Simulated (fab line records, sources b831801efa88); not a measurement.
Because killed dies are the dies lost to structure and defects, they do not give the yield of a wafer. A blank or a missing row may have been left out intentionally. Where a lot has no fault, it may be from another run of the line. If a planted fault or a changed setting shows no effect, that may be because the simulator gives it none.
fab line records -- flow gf180mcu
record lots=14, wafers=42, last_day=34
route steps=602 shown V1@339
lots untouched by any fault: they come from a run of this same line in which no faults occurred
start_h: the number of hours between the record's first day and the start of the first shown wafer of the lot -- wait_h: time in hours since the lot's previous step -- " as in the row above -- L1.1+2: several wafers, shown together as one row -- - no value, or no start given -- * or withheld: withheld -- < > ~ a bound
route shown NAME@n: NAME is a module with steps in the file, n the number in the route of the first one -- usual: average and standard deviation across the fault-free wafers -- same: alike in all rows -- chamber/n: place in a boat -- sites: the reading at each site -- _std_site: the standard deviation of these -- _edge_site: mean of outer sites minus mean of inner sites -- radius_mm: for every site, how far away it sits from the centre of the wafer -- mask NAME#n: copy n -- behind: the tool/chamber that last shaped the wafer -- hold: cause of the lot's hold/its duration in hours/its outcome -- device: names the non-switching transistor (n, p or np) -- end of line: at the end of the route, the tests of the same wafers -- where a step has no rows: the recipe by itself -- killed: count of dies lost to structure and defects at first sort (not the wafer's yield) -- map: a wafer's dies, x killed, . not, _ none there
set.NAME: setting as actually run; set.NAME@STEP: the setting as run at that earlier step -- model.NAME: the simulator's own value behind a step, which no gauge read
the route's steps for a sample of lots (tables are steps, rows are wafers)
services: from which hour (start_h, from the record's first day; less than 0 if before it) a tool's chamber was out of use, for how many hours, and why
## steps
# step GF_V1_CMP_04
# recipe material=SiO2, down_force_psi=4, platen_rpm=60, pad_velocity_m_s=0.94248
# usual edge_zone_pressure_frac=1.000/0.0045, head_pressure_psi=3.999/0.0091, motor_current_A=12.3/1.2, time_to_endpoint_s=79/5.3
lot.wafer,tool,chamber,start_h,wait_h,edge_zone_pressure_frac,head_pressure_psi,motor_current_A,time_to_endpoint_s
L526.1,cmp-01,1,410.13,0.2,0.995,4.002,11.9,78
L526.2,cmp-01,3,410.13,0.2,0.995,4.010,12.1,76
L526.6,cmp-01,0,410.13,0.2,1.003,4.014,13.5,81
L527.3,cmp-01,2,415.97,0.1,1.001,4.013,12.4,88
L527.1,cmp-01,3,415.97,0.1,0.996,4.004,11.5,79
L527.2,cmp-01,0,415.97,0.1,1.004,4.001,14.5,79
L528.1,cmp-01,2,422.67,0.1,1.008,3.992,10.9,77
L528.5,cmp-01,2,422.67,0.1,1.001,3.997,11.6,87
L528.6,cmp-01,3,422.67,0.1,0.990,3.993,12.0,76
L532.2,cmp-02,2,460.47,0.0,0.999,4.010,15.1,76
L532.5,cmp-02,2,460.47,0.0,0.998,4.000,14.1,85
L532.6,cmp-02,3,460.47,0.0,0.991,3.998,11.4,85
L533.3,cmp-01,3,472.38,0.1,0.999,3.997,11.5,76
L533.4,cmp-01,0,472.38,0.1,0.997,3.985,13.7,81
L533.6,cmp-01,2,472.38,0.1,1.007,3.999,11.4,84
L534.4,cmp-01,3,491.59,0.0,1.007,4.005,12.3,80
L534.1,cmp-01,0,491.59,0.0,1.004,3.978,14.3,75
L534.5,cmp-01,3,491.59,0.0,1.005,3.999,12.5,83
L535.4,cmp-02,0,499.37,0.1,1.002,4.003,13.1,73
L535.2,cmp-02,2,499.37,0.1,1.000,3.989,14.3,72
L535.6,cmp-02,3,499.37,0.1,1.003,4.013,10.9,81
L536.4,cmp-01,0,501.70,0.1,0.996,3.990,13.7,78
L536.1,cmp-01,1,501.70,0.1,1.004,3.989,11.5,69
L536.6,cmp-01,3,501.70,0.1,0.990,4.016,11.8,78
L540.3,cmp-02,3,538.82,0.0,1.003,4.004,11.2,79
L540.2,cmp-02,0,538.82,0.0,0.999,4.000,13.1,64
L540.4,cmp-02,2,538.82,0.0,1.001,4.000,14.1,77
L542.3,cmp-01,3,551.23,0.1,1.000,4.002,11.4,69
L542.4,cmp-01,2,551.23,0.1,0.994,4.012,11.3,77
L542.5,cmp-01,0,551.23,0.1,1.002,3.999,12.9,77
L543.2,cmp-01,3,558.69,0.1,1.002,4.016,12.4,83
L543.6,cmp-01,1,558.69,0.1,1.002,3.985,11.6,81
L543.5,cmp-01,2,558.69,0.1,1.000,4.006,11.6,91
L545.4,cmp-02,0,573.03,0.0,1.001,4.004,13.0,75
L545.1,cmp-02,1,573.03,0.0,1.004,4.006,11.0,69
L545.3,cmp-02,3,573.03,0.0,1.002,4.000,10.5,75
L546.3,cmp-02,0,575.68,0.1,1.000,3.991,12.4,77
L546.1,cmp-02,2,575.68,0.1,1.006,3.992,15.0,77
L546.6,cmp-02,0,575.68,0.1,1.002,4.000,12.8,81
L547.2,cmp-01,1,585.01,0.2,1.005,3.980,11.7,84
L547.1,cmp-01,2,585.01,0.2,0.993,4.005,11.0,86
L547.6,cmp-01,3,585.01,0.2,1.001,4.021,12.4,83
# step GF_V1_SPUTTER_22
# recipe material=TiN, target_thk_nm=10, chamber_pressure_pa=5, power_w=4000, time_s=40
# usual throttle_valve_pct=30.2/0.89
lot.wafer,tool,chamber,start_h,wait_h,throttle_valve_pct
L526.1,pvd_sputter-01,-,435.08,0.0,29.9
L526.2,pvd_sputter-01,-,435.08,0.0,30.5
L526.6,pvd_sputter-01,-,435.08,0.0,31.1
L527.1,pvd_sputter-04,-,442.04,0.0,30.3
L527.2,pvd_sputter-04,-,442.04,0.0,28.6
L527.3,pvd_sputter-04,-,442.04,0.0,31.1
L528.1,pvd_sputter-04,-,448.41,0.0,28.6
L528.5,pvd_sputter-04,-,448.41,0.0,28.7
L528.6,pvd_sputter-04,-,448.41,0.0,31.2
L532.2,pvd_sputter-01,-,485.92,0.0,31.4
L532.5,pvd_sputter-01,-,485.92,0.0,31.7
L532.6,pvd_sputter-01,-,485.92,0.0,30.1
L533.3,pvd_sputter-04,-,497.62,0.0,28.6
L533.4,pvd_sputter-04,-,497.62,0.0,30.0
L533.6,pvd_sputter-04,-,497.62,0.0,31.1
L534.1,pvd_sputter-01,-,516.29,0.0,30.2
L534.4,pvd_sputter-01,-,516.29,0.0,31.6
L534.5,pvd_sputter-01,-,516.29,0.0,30.5
L535.2,pvd_sputter-04,-,523.08,0.0,30.4
L535.4,pvd_sputter-04,-,523.08,0.0,30.2
L535.6,pvd_sputter-04,-,523.08,0.0,30.2
L536.1,pvd_sputter-04,-,526.29,0.0,30.2
L536.4,pvd_sputter-04,-,526.29,0.0,31.0
L536.6,pvd_sputter-04,-,526.29,0.0,30.9
L540.2,pvd_sputter-02,-,561.92,0.0,30.9
L540.3,pvd_sputter-02,-,561.92,0.0,30.1
L540.4,pvd_sputter-02,-,561.92,0.0,29.6
L542.3,pvd_sputter-04,-,574.66,0.0,31.1
L542.4,pvd_sputter-04,-,574.66,0.0,30.1
L542.5,pvd_sputter-04,-,574.66,0.0,30.6
L543.2,pvd_sputter-02,-,581.82,0.0,30.8
L543.5,pvd_sputter-02,-,581.82,0.0,29.5
L543.6,pvd_sputter-02,-,581.82,0.0,30.0
L545.1,pvd_sputter-01,-,595.14,0.0,31.7
L545.3,pvd_sputter-01,-,595.14,0.0,30.2
L545.4,pvd_sputter-01,-,595.14,0.0,30.4
L546.1,pvd_sputter-04,-,598.23,0.0,31.2
L546.3,pvd_sputter-04,-,598.23,0.0,28.7
L546.6,pvd_sputter-04,-,598.23,0.0,31.2
L547.1,pvd_sputter-04,-,606.86,0.0,31.3
L547.2,pvd_sputter-04,-,606.86,0.0,30.1
L547.6,pvd_sputter-04,-,606.86,0.0,30.4
# step GF_V1_THK_MEAS_25
# recipe thk_meas_gauge=xrf, reads=W_of_V1_CVD_23
# usual V1_W_THK=354/5
lot.wafer,tool,chamber,start_h,wait_h,V1_W_THK[nm]
L526.1,film_metro-03,-,435.35,0.1,365
L526.2,film_metro-03,-,435.35,0.1,358
L526.6,film_metro-03,-,435.35,0.1,358
L527.1,film_metro-03,-,442.31,0.1,354
L527.2,film_metro-03,-,442.31,0.1,355
L527.3,film_metro-03,-,442.31,0.1,357
L528.1,film_metro-03,-,448.69,0.1,353
L528.5,film_metro-03,-,448.69,0.1,354
L528.6,film_metro-03,-,448.69,0.1,357
L532.2,film_metro-01,-,486.20,0.1,353
L532.5,film_metro-01,-,486.20,0.1,351
L532.6,film_metro-01,-,486.20,0.1,351
L533.3,film_metro-04,-,497.92,0.1,350
L533.4,film_metro-04,-,497.92,0.1,346
L533.6,film_metro-04,-,497.92,0.1,352
L534.1,film_metro-01,-,516.56,0.1,351
L534.4,film_metro-01,-,516.56,0.1,345
L534.5,film_metro-01,-,516.56,0.1,346
L535.2,film_metro-01,-,523.36,0.1,351
L535.4,film_metro-01,-,523.36,0.1,356
L535.6,film_metro-01,-,523.36,0.1,353
L536.1,film_metro-04,-,526.56,0.1,358
L536.4,film_metro-04,-,526.56,0.1,354
L536.6,film_metro-04,-,526.56,0.1,353
L540.2,film_metro-04,-,562.20,0.1,355
L540.3,film_metro-04,-,562.20,0.1,353
L540.4,film_metro-04,-,562.20,0.1,349
L542.3,film_metro-01,-,574.96,0.1,351
L542.4,film_metro-01,-,574.96,0.1,358
L542.5,film_metro-01,-,574.96,0.1,357
L543.2,film_metro-01,-,582.10,0.1,350
L543.5,film_metro-01,-,582.10,0.1,352
L543.6,film_metro-01,-,582.10,0.1,356
L545.1,film_metro-04,-,595.41,0.1,346
L545.3,film_metro-04,-,595.41,0.1,347
L545.4,film_metro-04,-,595.41,0.1,350
L546.1,film_metro-04,-,598.50,0.1,361
L546.3,film_metro-04,-,598.50,0.1,358
L546.6,film_metro-04,-,598.50,0.1,357
L547.1,film_metro-01,-,607.13,0.1,353
L547.2,film_metro-01,-,607.13,0.1,350
L547.6,film_metro-01,-,607.13,0.1,353
# step GF_V1_CMP_26
# recipe stop_on=SiO2, down_force_psi=3.5, platen_rpm=60, t_overpolish_s=15.68, target_thk_nm=0, pad_velocity_m_s=0.94248
# usual edge_zone_pressure_frac=1.001/0.0047, head_pressure_psi=3.500/0.0085, motor_current_A=11.3/1.1, overpolish_run_s=15.679/0.0095, time_to_endpoint_s=85/3.9
lot.wafer,tool,chamber,start_h,wait_h,edge_zone_pressure_frac,head_pressure_psi,motor_current_A,overpolish_run_s,time_to_endpoint_s
L526.2,cmp-02,2,435.46,0.1,0.997,3.494,13.2,15.674,88
L526.1,cmp-02,0,435.46,0.1,1.001,3.489,11.5,15.681,86
L526.6,cmp-02,1,435.46,0.1,1.012,3.484,10.3,15.678,90
L527.2,cmp-01,3,442.37,0.0,1.004,3.503,11.3,15.689,86
L527.1,cmp-01,0,442.37,0.0,0.996,3.510,12.1,15.669,82
L527.3,cmp-01,1,442.37,0.0,1.006,3.498,10.6,15.668,84
L528.1,cmp-02,3,449.15,0.4,1.004,3.497,9.8,15.652,89
L528.5,cmp-02,0,449.15,0.4,1.000,3.492,12.2,15.670,80
L528.6,cmp-02,1,449.15,0.4,0.997,3.489,10.5,15.682,86
L532.2,cmp-01,2,486.30,0.1,1.004,3.499,10.7,15.664,86
L532.5,cmp-01,1,486.30,0.1,0.998,3.493,10.9,15.679,83
L532.6,cmp-01,2,486.30,0.1,1.000,3.501,10.6,15.691,86
L533.4,cmp-02,0,497.96,0.0,0.997,3.506,11.9,15.668,80
L533.3,cmp-02,2,497.96,0.0,1.002,3.492,13.4,15.670,84
L533.6,cmp-02,1,497.96,0.0,0.998,3.495,10.7,15.681,85
L534.4,cmp-01,3,516.62,0.0,1.003,3.508,11.0,15.684,86
L534.1,cmp-01,1,516.62,0.0,0.993,3.500,11.3,15.671,88
L534.5,cmp-01,3,516.62,0.0,1.001,3.511,11.2,15.675,85
L535.4,cmp-01,2,523.51,0.1,0.993,3.509,10.0,15.667,92
L535.2,cmp-01,3,523.51,0.1,1.002,3.506,11.3,15.673,87
L535.6,cmp-01,1,523.51,0.1,1.000,3.503,11.2,15.695,88
L536.4,cmp-02,2,526.62,0.0,0.995,3.493,14.6,15.672,80
L536.1,cmp-02,0,526.62,0.0,1.000,3.493,12.2,15.703,75
L536.6,cmp-02,2,526.62,0.0,0.997,3.499,14.2,15.668,81
L540.4,cmp-01,3,562.45,0.2,1.001,3.503,11.1,15.671,85
L540.3,cmp-01,0,562.45,0.2,1.003,3.509,13.0,15.670,87
L540.2,cmp-01,2,562.45,0.2,1.001,3.512,9.9,15.697,88
L542.4,cmp-02,0,575.30,0.3,-,-,-,-,-
L542.3,cmp-02,2,575.30,0.3,-,-,-,-,-
L542.5,cmp-02,0,575.30,0.3,-,-,-,-,-
L543.2,cmp-01,0,582.30,0.2,-,-,-,-,-
L543.6,cmp-01,1,582.30,0.2,-,-,-,-,-
L543.5,cmp-01,2,582.30,0.2,-,-,-,-,-
L545.3,cmp-01,3,595.47,0.0,1.001,3.488,11.5,15.699,81
L545.4,cmp-01,0,595.47,0.0,1.006,3.490,12.9,15.662,80
L545.1,cmp-01,2,595.47,0.0,0.990,3.494,10.0,15.676,82
L546.1,cmp-01,2,598.56,0.1,0.994,3.501,10.5,15.661,88
L546.3,cmp-01,3,598.56,0.1,1.002,3.505,11.2,15.678,81
L546.6,cmp-01,2,598.56,0.1,0.999,3.500,10.5,15.670,86
L547.1,cmp-01,2,607.19,0.1,1.002,3.515,10.4,15.675,89
L547.2,cmp-01,3,607.19,0.1,1.002,3.498,10.9,15.695,86
L547.6,cmp-01,3,607.19,0.1,1.006,3.499,10.9,15.673,86
## services
tool,chamber,start_h,hours,kind
cmp-01,-,391.03,1.2,repair
cmp-01,-,392.26,4.7,pm
cmp-02,-,404.13,4.0,pm
cmp-02,-,408.13,-,consumable_replace:conditioner
cmp-02,-,408.13,-,consumable_replace:pad
cmp-02,-,412.29,1.5,repair
cmp-01,-,445.80,5.2,pm
cmp-02,-,452.74,1.4,repair
cmp-01,-,453.23,1.7,repair
pvd_sputter-02,-,479.58,3.5,repair
pvd_sputter-02,-,500.48,1.1,repair
cmp-02,-,500.90,5.3,pm
pvd_sputter-02,-,506.28,4.6,repair
cmp-02,-,506.98,11.1,repair
pvd_sputter-01,-,521.48,38.2,repair
cmp-01,-,553.75,0.6,repair
cmp-02,-,557.88,10.2,repair
cmp-01,-,573.41,4.0,pm
cmp-01,-,577.41,-,consumable_replace:conditioner
cmp-01,-,577.41,-,consumable_replace:pad
cmp-02,-,580.02,5.0,pm
pvd_sputter-01,-,606.38,8.8,repair
## key
first_sign step=GF_V1_CMP_26, reading=tool_record, direction=missing
effect none on later readings
met_at GF_V1_CMP_26
struck_lots L542,L543
later_rows_left_out L542.3,L542.4,L542.5,L543.2,L543.5,L543.6
sort_left_out L542.3,L542.4,L542.5,L543.2,L543.5,L543.6
not_acting_at GF_V1_CMP_04,GF_V1_SPUTTER_22,GF_V1_THK_MEAS_25
onset_between 562.45 575.30
fault kind=skipped_step_whole, tool=cmp-01,cmp-02, chamber=-, onset_h=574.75, steps=GF_V1_CMP_26, scope=struck_lots_only
# sort_left_out: the simulated sort isn't trusted on such a fault, so these wafers' sort isn't shown, and their yield isn't known
# later_rows_left_out: the simulator's readings of these wafers behind a module that went badly wrong aren't trusted and aren't shown, but for the sort
